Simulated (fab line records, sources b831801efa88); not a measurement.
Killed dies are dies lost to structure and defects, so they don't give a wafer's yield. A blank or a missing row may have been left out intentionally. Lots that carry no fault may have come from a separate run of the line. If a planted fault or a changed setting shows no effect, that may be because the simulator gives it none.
2 desks, one fault + flow gf180mcu + each desk has only its own numbers; what lay behind them comes last

== THE METROLOGY DESK ==
Lot by lot, what the gauges showed, no matter which tool ran the lot: averages of those sampled wafers that carry a number. The brackets show how far a lot's mean lies from the usual mean; more than 4 standard deviations puts the lot out of limits, marked OUT.
Columns: A = V5_BOW at GF_V5_BOW_MEAS_05, usual 134 um
| lot  | first seen here | A   |
|------|-----------------|-----|
| L541 | day 26 08:59    | 141 |
| L542 | day 26 22:13    | 134 |
| L543 | day 27 10:04    | 124 |
| L544 | day 27 15:47    | 140 |
| L549 | day 29 22:37    | 128 |
| L550 | day 30 01:11    | 135 |
| L552 | day 30 07:54    | 132 |
| L551 | day 30 12:51    | 127 |
| L553 | day 30 19:16    | 146 |
| L554 | day 30 22:15    | 127 |
| L558 | day 31 16:57    | 126 |
| L561 | day 32 12:02    | 140 |
Finding of this desk: none of the 12 lots has anything out of limits.

== TOOL OWNER'S DESK, cmp-01 ==
The tool's own readings at GF_V5_CMP_04 (polishes SiO2): means of the sampled wafers that have a number, for each lot that ran on this tool. The brackets show how far a lot's mean lies from the usual mean; more than 4 standard deviations puts the lot out of limits, marked OUT.
Columns: A = motor-current-A at GF_V5_CMP_04, usual 11.7 A; B = platen-rpm at GF_V5_CMP_04, usual 60.00 rpm; C = slurry-flow-ml-min at GF_V5_CMP_04, usual 150.0
| lot  | first seen here | A    | B     | C     |
|------|-----------------|------|-------|-------|
| L542 | day 26 21:55    | 12.1 | 60.03 | 150.3 |
| L543 | day 27 09:46    | 12.2 | 60.02 | 149.9 |
| L544 | day 27 15:28    | 12.3 | 59.99 | 150.2 |
| L549 | day 29 22:19    | 12.4 | 60.02 | 149.7 |
| L550 | day 30 00:51    | 12.2 | 59.98 | 150.2 |
| L554 | day 30 22:02    | 12.3 | 60.00 | 150.0 |
| L558 | day 31 16:43    | 12.1 | 59.99 | 150.2 |
| L561 | day 32 11:44    | 12.1 | 60.00 | 149.8 |
Finding of this desk: none of the 8 lots has anything out of limits.

== ALL TOGETHER ==
At the metrology desk, nothing out of limits was observed.
The tool owner's desk saw nothing out of limits.

== WHAT THE SIMULATOR HAD INSERTED ==
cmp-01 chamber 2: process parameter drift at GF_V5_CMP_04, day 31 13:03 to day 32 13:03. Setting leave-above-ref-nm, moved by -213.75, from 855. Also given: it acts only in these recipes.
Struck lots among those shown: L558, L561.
